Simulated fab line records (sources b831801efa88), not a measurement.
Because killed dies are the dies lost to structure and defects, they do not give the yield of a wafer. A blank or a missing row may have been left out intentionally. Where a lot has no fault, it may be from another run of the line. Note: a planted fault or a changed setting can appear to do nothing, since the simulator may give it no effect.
Problem report in the 8D (eight disciplines) form, filled by code -- flow gf180mcu -- the parts of the form that need people (team, actions taken, sign-off) are left out

1. WHAT IS WRONG
Mean V3_W_RS at GF_V3_RS_MEAS_24: 0.581 ohm/sq over 2 wafers in 2 lots; fault-free wafers: 0.327 ohm/sq, standard deviation 0.0062. Measured from the usual mean, that is +41 standard deviations.
The step: measures by four-point-probe.
First seen on wafer L353.3, day 24 09:41, on film metro-01. Wafers with a number at this step in the record: 33, from 11 lots. By rule, "out" or "out of limits" means more than 4 standard deviations away from the usual mean. The other wafers with a number count as sound.

2. WHAT IT IS AND WHAT IT IS NOT
question,is,is not
which readings at this step,V3_W_RS,-
which lots,"L353, L355","L349, L352, L362, L365, L366, L367, L369, L370, L371"
which wafers of those lots,"L353.3, L355.1","L353.4, L353.5, L355.3, L355.6"
read on which gauges,"film metro-01, film metro-04",film metro-02
when,from day 24 09:41,"up to then (8 sound wafers); but 23 sound wafers of L355, L362, L365, L366, L367, L369, L370, L371 came after"

3. SUSPECTS, AND WHAT RULES EACH OUT
Counting: any tool at a process step up to the reading remains a suspect provided it ran every lot that is out. Sound lots after the first of them don't rule it out here, since some wafers of a struck lot are sound.
- the gauge at GF_V3_RS_MEAS_24 has been ruled out. The wafers that are out were read on 2 gauges (film metro-01, film metro-04).
- pvd sputter-01 at GF_M3_SPUTTER_01 (material TiN, target thk 30 nm, time 25 s): kept. It processed each lot that is out (first: L353, day 22 09:34); up to then, its last sound lot is L352 (day 22 02:35).
- cvd w-01 at GF_V3_CVD_23 (deposits W, target thk 350 nm, time 104.9 s): kept. It processed each lot that is out (first: L353, day 24 09:34); up to then, its last sound lot is L349 (day 23 07:59).
- The sound lot-mates ran in chamber 0 of cvd w-01 at GF_V3_CVD_23, but the wafers that are out ran in chamber 1.
What counting leaves: pvd sputter-01 at GF_M3_SPUTTER_01 and cvd w-01 at GF_V3_CVD_23.

4. THE CAUSE (what the simulator had put in)
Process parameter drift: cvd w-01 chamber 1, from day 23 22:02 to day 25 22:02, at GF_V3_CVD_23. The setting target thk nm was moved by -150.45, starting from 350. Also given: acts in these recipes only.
This tool is one of the 2 suspects left after counting.

5. THE EFFECT CHAIN, in route order
One row per reading whose mean, taken over the struck wafers that have a number, lies over 3 standard deviations from the usual. Only readings whose record carries a usual standard deviation are examined. hours: median over the lots of the time between each lot's start at the first step of this table that gives one and its start at this step. sigmas: the change, counted in usual standard deviations.
hours,step,reading,usual,on struck wafers,change,sigmas
0,GF_V3_RS_MEAS_24,V3_W_RS,0.327 ohm/sq,0.581,+0.254,+41
0,GF_V3_THK_MEAS_25,V3_W_THK,351 nm,198,-152,-18
0,GF_V3_CMP_26,time to endpoint s,85 s,52,-33,-6.0
It contains these process steps:
- GF_V3_CMP_26: polishes, stops on SiO2, t overpolish 15 s, target thk 0 nm.

6. WHAT WOULD HAVE CAUGHT IT SOONER
Counted from the fault's start at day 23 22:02, it took 12 hours until the first out-of-limits reading at a measuring or inspecting step in this record, taken at day 24 09:41.
Of the tool readings at GF_V3_CVD_23 for which the record gives a usual standard deviation, none was out on any struck wafer, so an alarm limit of 4 standard deviations on them would not have fired.
Among the 2 lots that are out, L355 began GF_V3_CVD_23 on cvd w-01 after day 24 09:41. It would have been spared by a hold on the tool at that moment.
